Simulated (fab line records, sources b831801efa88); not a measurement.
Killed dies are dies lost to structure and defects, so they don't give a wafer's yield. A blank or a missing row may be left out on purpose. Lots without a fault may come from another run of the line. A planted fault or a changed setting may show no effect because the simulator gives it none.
A struck lot beside a sound one | flow sky130 | 15 steps out of a route of 708
Sound: wafers L102.1, L102.3, L102.4. Struck: wafer L112.1. (L112.2, L112.3 of the same lot were not struck and are left out.) The cause comes at the end.
At each step with rows: each side's tool, then ch and its chambers, then its first start. Under that, the readings that differ: sound wafers | struck wafers | difference of the means | sigmas: that difference in standard deviations of wafers without a fault.
alike: readings whose means differ by less than 2 such deviations, and words and numbers that are the same on both sides. not compared: withheld readings, readings that some wafer has no value for, bounds like >300 that may hide the same value, and numbers for which the record gives no deviation and whose values overlap.
The two part at a step that has a row with sigmas, a row that says differs or no value, or rows on one side only. Numbers that don't overlap but have no deviation are shown without sigmas and don't part them. A reading that every wafer of one side lacks parts them only if that side has two wafers or more.

first, 6 steps without rows for these wafers: SKY_VIA4_HMDS_05 (prime time 60 s); SKY_VIA4_COAT_06 (resist thk 1140 nm); SKY_VIA4_SOFTBAKE_07 (time 60 s); SKY_VIA4_EXPOSE_08 (exposes mask VIM4, target cd 800 nm); SKY_VIA4_PEB_09; SKY_VIA4_DEVELOP_10 (develop time 60 s).
SKY_VIA4_OVL_MEAS_11:
  sound on overlay-01, day 44 10:45; struck on overlay-02, day 46 06:55
  alike: VIA4_OVL
SKY_VIA4_ETCH_12: etches SiO2 in C4F8/O2/Ar, stops on TiN, target depth 580 nm.
  sound on rie_diel-02 ch 0,2,3, day 44 10:47; struck on rie_diel-04 ch 1, day 46 06:57
  alike: oes_product_au, rf_fwd_power_W
SKY_VIA4_STRIP_13: strips in O2/N2.
  sound on plasma_asher-02 ch 0,1, day 44 10:52; struck on plasma_asher-03 ch 1, day 46 07:02
  reading                      | sound             | struck | difference | sigmas
  strip_time_to_endpoint_s (s) | 12.82 12.86 12.87 | 12.78  | -0.07      | -2
  alike: drypump_motor_current_A, oes_product_au
  not compared: rf_hours_counter_h
then, 3 steps without rows for these wafers: SKY_VIA4_STRIP_14 (strips in post etch residue remover, time 1200 s); SKY_VIA4_CLEAN_15 (cleans in IPA, time 180 s); SKY_VIA4_CLEAN_16 (cleans in O3/DIW).
SKY_VIA4_SPUTTER_17: material TiN, target thk 20 nm, time 80 s.
  sound on pvd_sputter-01, day 44 11:27; struck on pvd_sputter-01, day 46 07:37
  reading                                  | sound             | struck | difference | sigmas
  model.TiN_of_VIA4_SPUTTER_17.thk_nm (nm) | 20.03 20.04 19.82 | 31.41  | +11.45     |
  alike: throttle_valve_pct
SKY_VIA4_CVD_18: deposits W, target thk 505 nm, time 152.14 s.
  sound on cvd_w-02 ch 0,1, day 44 11:31; struck on cvd_w-01 ch 0, day 46 07:41
  alike: heater_power_w
-- the record jumps here: 3 days lie between the struck wafers' starts before and after (it left off in module VIA4 and takes up again in module PAD_OPEN, whose first step shown is number 708 of the route) --
SKY_PAD_OPEN_PROBE_99:
  sound on prober-02, day 47 06:37; struck on prober-02, day 48 21:52
  reading               | sound       | struck | difference | sigmas
  killed_open           | 52 45 60    | 33     | -19        | -3
  sort_bin_6_memory (%) | 8.3 6.3 6.7 | 4.5    | -2.6       | -2
  alike: defect_limited_yield, killed_at_M0_to_M3, killed_at_M4_up, killed_at_contacts, killed_at_front_end, killed_at_other, killed_dies, killed_short, sort_bin_3_pad_short, sort_bin_5_function, sort_n_pass, sort_yield_pct

WHERE THEY PART
First at SKY_VIA4_STRIP_13; last, within this record, at SKY_PAD_OPEN_PROBE_99.

WHY: what the simulator had put in
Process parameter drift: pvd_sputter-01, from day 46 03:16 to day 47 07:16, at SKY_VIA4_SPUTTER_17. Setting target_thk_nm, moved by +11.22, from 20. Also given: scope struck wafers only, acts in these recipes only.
